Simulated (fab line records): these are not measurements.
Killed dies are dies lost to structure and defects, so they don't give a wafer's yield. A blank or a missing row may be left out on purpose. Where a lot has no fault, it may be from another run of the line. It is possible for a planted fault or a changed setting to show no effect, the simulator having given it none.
Which of the tools did it?    flow gf180mcu    Sampling: 12 lots, 34 wafers, 4 of 602 route steps

## WHAT THE GAUGES READ, wafer by wafer
GF_TOP_METAL_RS_MEAS_05: a four-point-probe measurement. Usual: TOP_METAL_ALCU_RS gives 0.0327 ohm/sq (standard deviation 0.00042).
lot   measured      on            TOP_METAL_ALCU_RS (ohm/sq)  flag
L827  day 27 14:04  filmMetro-01  0.0322 0.0330 0.0324        
L828  day 27 14:59  filmMetro-02  0.0324 0.0331 0.0333        
L829  day 28 01:58  filmMetro-02  0.0328 0.0328 0.0326        
L831  day 28 17:20  filmMetro-04  0.0331 0.0330 0.0326        
L833  day 29 06:26  filmMetro-01  0.0327 0.0321 0.0325        
L834  day 29 13:13  filmMetro-04  0.0333 0.0332 0.0328        
L835  day 29 19:49  filmMetro-01  0.0330 0.0327               
L836  day 30 01:06  filmMetro-02  0.0324 0.0328 0.0319        
L841  day 31 13:11  filmMetro-01  0.0331 0.0330 0.0335        
L842  day 31 14:52  filmMetro-01  0.0318 0.0321               
L843  day 31 23:27  filmMetro-01  0.0323 0.0318 0.0320        
L846  day 32 16:55  filmMetro-02  0.0316 0.0325 0.0317        

GF_TOP_METAL_CD_MEAS_14 targets a cd of 440 nm. Usual: cdNm reads 440.2 nm (standard deviation 2.3).
lot   measured      on        cdNm (nm)          flag
L827  day 28 09:45  cdSem-02  440.6 442.0 441.0  
L828  day 28 10:56  cdSem-01  442.5 440.0 440.1  
L829  day 28 21:08  cdSem-01  444.0 442.0 440.4  
L831  day 29 12:23  cdSem-01  436.7 439.0 438.4  
L833  day 30 01:32  cdSem-02  440.1 439.3 438.1  
L834  day 30 07:22  cdSem-01  442.5 443.9 443.0  
L835  day 30 14:07  cdSem-02  439.6 435.0        
L836  day 30 19:27  cdSem-02  442.2 442.3 441.9  
L841  day 32 05:49  cdSem-02  439.2 438.4 439.2  
L842  day 32 07:49  cdSem-01  438.1 439.7        
L843  day 32 16:01  cdSem-02  444.9 446.0 444.2  
L846  day 33 08:38  cdSem-01  436.5 438.4 438.3  

## WHAT TOOL EACH LOT RAN ON (gives the tool, then ch and the chambers of the sampled wafers, and finally the start)
lot   GF_TOP_METAL_SPUTTER_03      GF_TOP_METAL_COAT_09
L827  pvdSputter-01, day 27 14:01  lithoTrack-01 ch 0, day 27 23:37
L828  pvdSputter-02, day 27 14:56  lithoTrack-01 ch 0, day 28 00:31
L829  pvdSputter-04, day 28 01:52  lithoTrack-04 ch 0, day 28 11:56
L831  pvdSputter-04, day 28 17:14  lithoTrack-04 ch 0, day 29 02:39
L833  pvdSputter-04, day 29 06:24  lithoTrack-04 ch 0, day 29 15:48
L834  pvdSputter-02, day 29 13:11  lithoTrack-02 ch 0, day 29 22:05
L835  pvdSputter-04, day 29 19:43  lithoTrack-04 ch 0, day 30 05:08
L836  pvdSputter-01, day 30 01:02  lithoTrack-01 ch 0, day 30 10:24
L841  pvdSputter-02, day 31 13:06  lithoTrack-04 ch 0, day 31 21:24
L842  pvdSputter-04, day 31 14:47  lithoTrack-04 ch 0, day 31 23:18
L843  pvdSputter-04, day 31 23:24  lithoTrack-01 ch 0, day 32 07:28
L846  pvdSputter-01, day 32 16:50  lithoTrack-02 ch 0, day 33 00:38
- GF_TOP_METAL_SPUTTER_03: material Ti, target thk 5 nm, time 3.3 s.
- GF_TOP_METAL_COAT_09: resist thk 1500 nm.

## WHAT THE TOOLS THEMSELVES READ (means of the sampled wafers that have a number; where no wafer has one, the mark that the record gives instead)
GF_TOP_METAL_SPUTTER_03. Usual: throttleValvePct reads 30.3 % (standard deviation 0.79).
lot   tool           throttleValvePct (%)  flag
L827  pvdSputter-01  30.0                  
L828  pvdSputter-02  30.8                  
L829  pvdSputter-04  30.2                  
L831  pvdSputter-04  30.0                  
L833  pvdSputter-04  30.2                  
L834  pvdSputter-02  30.7                  
L835  pvdSputter-04  30.0                  
L836  pvdSputter-01  30.2                  
L841  pvdSputter-02  31.1                  
L842  pvdSputter-04  30.2                  
L843  pvdSputter-04  29.9                  
L846  pvdSputter-01  30.2                  

GF_TOP_METAL_COAT_09. Usual: exhaustPa reads 45.1 Pa (standard deviation 0.84).
lot   tool           exhaustPa (Pa)  flag
L827  lithoTrack-01  44.4            
L828  lithoTrack-01  45.7            
L829  lithoTrack-04  45.5            
L831  lithoTrack-04  45.5            
L833  lithoTrack-04  44.2            
L834  lithoTrack-02  44.7            
L835  lithoTrack-04  45.8            
L836  lithoTrack-01  45.3            
L841  lithoTrack-04  44.5            
L842  lithoTrack-04  45.3            
L843  lithoTrack-01  45.3            
L846  lithoTrack-02  43.8            

## THE ANSWER, worked out from the rows above alone
Rule: a lot is off if the mean of its wafers that have a number lies more than 3 standard deviations from the usual mean. A lot without any number at a reading at which 4 lots or more have one is off too. Where the step has rows for the other lots, those lots are counted as sound. The gauges are gone through in route order, then the tools' own readings, and for those a lot's mean is taken as printed above. The first step at which some lot is off is used, and at that step the reading that is off furthest; a lot without a number counts as furthest.
No lot is off on any of the readings shown, so nothing can be concluded from this.

## WHAT THE SIMULATOR HAD PUT IN
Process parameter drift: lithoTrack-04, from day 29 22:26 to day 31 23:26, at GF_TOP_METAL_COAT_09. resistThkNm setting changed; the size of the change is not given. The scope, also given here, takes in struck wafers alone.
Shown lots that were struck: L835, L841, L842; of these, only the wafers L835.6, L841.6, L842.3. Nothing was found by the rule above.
